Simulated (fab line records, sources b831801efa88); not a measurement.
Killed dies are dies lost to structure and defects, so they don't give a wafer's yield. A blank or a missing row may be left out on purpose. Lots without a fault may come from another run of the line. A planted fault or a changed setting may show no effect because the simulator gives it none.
A struck lot beside a sound one | flow sky130 | 15 steps out of a route of 708
Sound: wafers L376.1, L376.2, L376.6. Struck: wafer L385.1. (L385.2, L385.5 of the same lot were not struck and are left out.) The cause comes at the end.
At each step with rows: each side's tool, then ch and its chambers, then its first start. Under that, the readings that differ: sound wafers | struck wafers | difference of the means | sigmas: that difference in standard deviations of wafers without a fault.
alike: readings whose means differ by less than 2 such deviations, and words and numbers that are the same on both sides. not compared: withheld readings, readings that some wafer has no value for, bounds like >300 that may hide the same value, and numbers for which the record gives no deviation and whose values overlap.
The two part at a step that has a row with sigmas, a row that says differs or no value, or rows on one side only. Numbers that don't overlap but have no deviation are shown without sigmas and don't part them. A reading that every wafer of one side lacks parts them only if that side has two wafers or more.

SKY_VIA4_STRIP_13: strips in O2/N2.
  sound on plasma_asher-01 ch 0,1, day 44 16:43; struck on plasma_asher-02 ch 0, day 47 13:19
  alike: drypump_motor_current_A, oes_product_au, strip_time_to_endpoint_s
  not compared: rf_hours_counter_h
then, 3 steps without rows for these wafers: SKY_VIA4_STRIP_14 (strips in post etch residue remover, time 1200 s); SKY_VIA4_CLEAN_15 (cleans in IPA, time 180 s); SKY_VIA4_CLEAN_16 (cleans in O3/DIW).
SKY_VIA4_SPUTTER_17: material TiN, target thk 20 nm, time 80 s.
  sound on pvd_sputter-01, day 44 17:22; struck on pvd_sputter-04, day 47 13:57
  alike: throttle_valve_pct
SKY_VIA4_CVD_18: deposits W, target thk 505 nm, time 152.14 s.
  sound on cvd_w-01 ch 0,1, day 44 17:25; struck on cvd_w-02 ch 1, day 47 14:01
  alike: heater_power_w
SKY_VIA4_RS_MEAS_19: measures by four-point-probe.
  sound on film_metro-04, day 44 17:34; struck on film_metro-02, day 47 14:10
  reading            | sound                | struck | difference | sigmas
  VIA4_W_RS (ohm/sq) | 0.2240 0.2245 0.2269 | 0.2320 | +0.0069    | +3
SKY_VIA4_THK_MEAS_20: measures by xrf.
  sound on film_metro-04, day 44 17:41; struck on film_metro-02, day 47 14:17
  reading         | sound       | struck | difference | sigmas
  VIA4_W_THK (nm) | 526 521 515 | 507    | -14        | -2
SKY_VIA4_CMP_21: polishes, stops on SiO2, t overpolish 25 s, target thk 0 nm.
  sound on cmp-02 ch 0,2, day 44 17:50; struck on cmp-02 ch 2, day 47 14:23
  reading                 | sound             | struck | difference | sigmas
  edge_zone_pressure_frac | 1.001 0.999 0.990 | 1.007  | +0.010     | +2
  alike: motor_current_A, overpolish_run_s, platen_rpm, time_to_endpoint_s
then, 3 steps without rows for these wafers: SKY_METAL5_SPUTTER_00 (material Ti, target thk 15 nm, time 10 s); SKY_METAL5_SPUTTER_01 (material TiN, target thk 20 nm, time 16.7 s); SKY_METAL5_SPUTTER_02 (material AlCu, target thk 1150 nm, time 61.2 s).
SKY_METAL5_SPUTTER_03: material Ti, target thk 5 nm, time 3.3 s.
  sound on pvd_sputter-04, day 44 18:14; struck on pvd_sputter-03, day 47 14:44
  reading                                   | sound             | struck | difference | sigmas
  model.Ti_of_METAL5_SPUTTER_03.thk_nm (nm) | 4.999 5.124 5.009 | 3.742  | -1.302     |
  alike: throttle_valve_pct
SKY_METAL5_SPUTTER_04: material TiN, target thk 70 nm, time 58.3 s.
  sound on pvd_sputter-04, day 44 18:15; struck on pvd_sputter-03, day 47 14:46
  alike: throttle_valve_pct
-- the record jumps here: 3 days lie between the struck wafers' starts before and after (it left off in module METAL5 and takes up again in module PAD_OPEN, whose first step shown is number 708 of the route) --
SKY_PAD_OPEN_PROBE_99:
  the record has rows for the struck wafers here (prober-02, day 50 04:40) and none for the sound ones

WHERE THEY PART
First at SKY_VIA4_RS_MEAS_19; last, within this record, at SKY_PAD_OPEN_PROBE_99.

WHY: what the simulator had put in
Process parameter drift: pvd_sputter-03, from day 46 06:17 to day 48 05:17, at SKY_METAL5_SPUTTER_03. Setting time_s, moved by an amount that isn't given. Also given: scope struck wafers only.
